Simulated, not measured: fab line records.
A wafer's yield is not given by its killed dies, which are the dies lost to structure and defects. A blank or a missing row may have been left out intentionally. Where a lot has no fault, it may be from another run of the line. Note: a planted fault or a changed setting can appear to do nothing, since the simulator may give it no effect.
A lot that was struck, set against a sound lot ; flow sky130 ; 17 steps out of a route of 708
Sound: the wafers L106.1, L106.3, L106.5. Struck: wafer L120.2. (L120.4 of the same lot was not struck and is left out.) The cause comes at the end.
Per side, at each step with rows, come the tool, then ch with its chambers, and then its first start. Under that, the readings that differ: sound wafers ; struck wafers ; difference of the means ; sigmas: that difference in standard deviations of wafers without a fault.
alike: a reading whose means differ by less than 2 such deviations, as well as words and numbers matching on both sides. not compared: withheld readings; readings where some wafer has no value; bounds like >300 that might hide an equal value; numbers whose values overlap and for which the record gives no deviation.
The two part at a step that has a row with sigmas, a row that says differs or no value, or rows on one side only. Numbers that have no deviation but don't overlap get no sigmas and don't part them. A reading that every wafer of one side lacks parts them only if that side has two wafers or more.

first, 3 steps without rows for these wafers: SKY_VIA3_EXPOSE_09 (exposes mask VIM3, target cd 200 nm); SKY_VIA3_PEB_10; SKY_VIA3_DEVELOP_11 (develop time 60 s).
SKY_VIA3_CD_MEAS_12: target cd 200 nm.
  sound on cd-sem-01, day 40 22:02; struck on cd-sem-01, day 45 00:49
  alike: cd-nm
SKY_VIA3_OVL_MEAS_13:
  sound on overlay-02, day 40 22:10; struck on overlay-02, day 45 00:55
  alike: VIA3_OVL
SKY_VIA3_ETCH_14: etches BARC in N2/H2, stops on SiO2, time 45.9 s, target depth 60 nm.
  sound on rie-diel-01 ch 0,2,3, day 40 22:11; struck on rie-diel-03 ch 0, day 45 00:56
  alike: chamber-pressure-mTorr, drypump-motor-current-A, oes-product-au, throttle-valve-pct
  not compared: rf-hours-counter-h
SKY_VIA3_ETCH_15: etches SiO2 in C4F8/O2/Ar, stops on TiN, target depth 507 nm, time 78 s.
  sound on rie-diel-01 ch 0,2,3, day 40 22:14; struck on rie-diel-03 ch 0, day 45 00:59
  alike: chamber-pressure-mTorr, oes-product-au
  not compared: rf-hours-counter-h
SKY_VIA3_STRIP_16: strips in O2/N2.
  sound on plasma-asher-03 ch 0,1, day 40 22:17; struck on plasma-asher-02 ch 1, day 45 01:02
  alike: chamber-pressure-mTorr, drypump-motor-current-A, oes-product-au, strip-time-to-endpoint-s
  not compared: rf-hours-counter-h
then, 3 steps without rows for these wafers: SKY_VIA3_STRIP_17 (strips in post etch residue remover, time 1200 s); SKY_VIA3_CLEAN_18 (cleans in IPA, time 180 s); SKY_VIA3_CLEAN_19 (cleans in O3/DIW).
SKY_VIA3_SPUTTER_20: material TiN, target thk 20 nm, time 80 s.
  sound on pvd-sputter-03, day 40 22:55; struck on pvd-sputter-02, day 45 01:38
  alike: throttle-valve-pct
SKY_VIA3_CVD_21: deposits W, target thk 390 nm, time 117.31 s.
  sound on cvd-w-02 ch 0,1, day 40 22:59; struck on cvd-w-02 ch 1, day 45 01:42
reading;sound;struck;difference;sigmas
model.W_of_VIA3_CVD_21.thk-nm (nm);383.5 384.5 385.8;452.6;+68.0;
  alike: heater-power-outer-w, heater-power-w
SKY_VIA3_RS_MEAS_22: measures by four-point-probe.
  sound on film-metro-02, day 40 23:07; struck on film-metro-04, day 45 01:50
reading;sound;struck;difference;sigmas
VIA3_W_RS (ohm/sq);0.300 0.298 0.297;0.253;-0.045;-7
SKY_VIA3_THK_MEAS_23: measures by xrf.
  sound on film-metro-02, day 40 23:14; struck on film-metro-04, day 45 01:57
reading;sound;struck;difference;sigmas
VIA3_W_THK (nm);396 397 402;456;+58;+6
SKY_VIA3_CMP_24: polishes, stops on SiO2, t overpolish 20 s, target thk 0 nm.
  sound on cmp-01 ch 0,2,3, day 40 23:20; struck on cmp-01 ch 3, day 45 02:03
reading;sound;struck;difference;sigmas
time-to-endpoint-s (s);97 99 98;113;+15;+4
  alike: motor-current-A
SKY_METAL4_SPUTTER_00: material Ti, target thk 15 nm, time 10 s.
  sound on pvd-sputter-03, day 40 23:38; struck on pvd-sputter-03, day 45 02:18
  alike: throttle-valve-pct

## WHERE THEY PART
At SKY_VIA3_RS_MEAS_22 first; at SKY_VIA3_CMP_24 last (within this record only). Later steps at which nothing parts them and some readings are alike: SKY_METAL4_SPUTTER_00.

WHY: whatever the simulator had introduced
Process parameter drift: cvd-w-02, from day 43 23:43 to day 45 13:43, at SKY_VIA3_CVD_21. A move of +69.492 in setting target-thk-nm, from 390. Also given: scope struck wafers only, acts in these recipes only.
